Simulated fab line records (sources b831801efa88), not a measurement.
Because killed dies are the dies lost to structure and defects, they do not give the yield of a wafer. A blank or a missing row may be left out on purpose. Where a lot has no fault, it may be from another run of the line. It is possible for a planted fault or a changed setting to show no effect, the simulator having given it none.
Code-filled problem report in 8D (eight disciplines) form	flow gf180mcu	the parts of the form that need people (team, actions taken, sign-off) are left out

== 1. WHAT IS WRONG ==
At GF_M2_SPUTTER_04, cathodeDcPowerW averages 6335.1 W over 6 wafers from 2 lots, while fault-free wafers read 6500.0 W, standard deviation 1.2. So: -99 or more standard deviations from the usual mean.
The step: material TiN, target thk 50 nm, time 41.7 s.
The first sign was on wafer L209.2 at day 21 16:04, on pvdSputter-04. Wafers with a number at this step in the record: 39, from 13 lots. Rule for "out", or "out of limits": more than 4 standard deviations from the usual mean. The other wafers with a number count as sound.

== 2. WHAT IT IS, WHAT IT ISN'T ==
question	is	is not
which readings at this step	cathodeDcPowerW	throttleValvePct
which lots	L209, L210	L201, L203, L204, L214, L216, L217, L218, L219, L220, L221, L223
which wafers of those lots	all that have a number	-
read on which tools	pvdSputter-04	pvdSputter-01, pvdSputter-03
when	from day 21 16:04	up to then (9 sound wafers); but 24 sound wafers of L214, L216, L217, L218, L219, L220, L221, L223 came after

== 3. WHAT RULES OUT EACH SUSPECT ==
Counting: a tool stays on the suspect list if, at a process step up to the reading, it processed all lots that are out and no sound lot following the first of them.
- pvdSputter-04 at GF_M2_SPUTTER_01 (material TiN, target thk 30 nm, time 25 s): ruled out as a lasting fault. The sound lots L216, L218, L220 went through it after L209, its earliest lot that is out (day 21 15:59).
- pvdSputter-04 at GF_M2_SPUTTER_04 (material TiN, target thk 50 nm, time 41.7 s): ruled out as a lasting fault. The sound lots L216, L218, L220 went through it after L209, its earliest lot that is out (day 21 16:04).
Left after counting: nothing in the record.

== 4. THE CAUSE (what the simulator had put in) ==
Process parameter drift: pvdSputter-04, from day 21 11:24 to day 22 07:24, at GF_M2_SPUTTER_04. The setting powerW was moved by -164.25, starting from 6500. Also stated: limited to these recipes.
Counting ruled it out, wrongly.

== 5. THE EFFECT CHAIN, in route order ==
Each row: a reading where the mean over the struck wafers with a number is more than 3 standard deviations away from the usual. Only readings whose record carries a usual standard deviation are examined. hours: median over the lots of the time between each lot's start at the first step of this table that gives one and its start at this step. sigmas: the change, counted in usual standard deviations.
hours	step	reading	usual	on struck wafers	change	sigmas
0	GF_M2_SPUTTER_04	cathodeDcPowerW	6500.0 W	6335.1	-164.9	-99 or more
Here are the process steps it includes:
- GF_M2_SPUTTER_04: material TiN, target thk 50 nm, time 41.7 s.

== 6. WHAT WOULD HAVE CAUGHT IT SOONER ==
In this record no reading fell out of limits until day 21 16:04, 5 hours after the fault had begun at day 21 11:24.
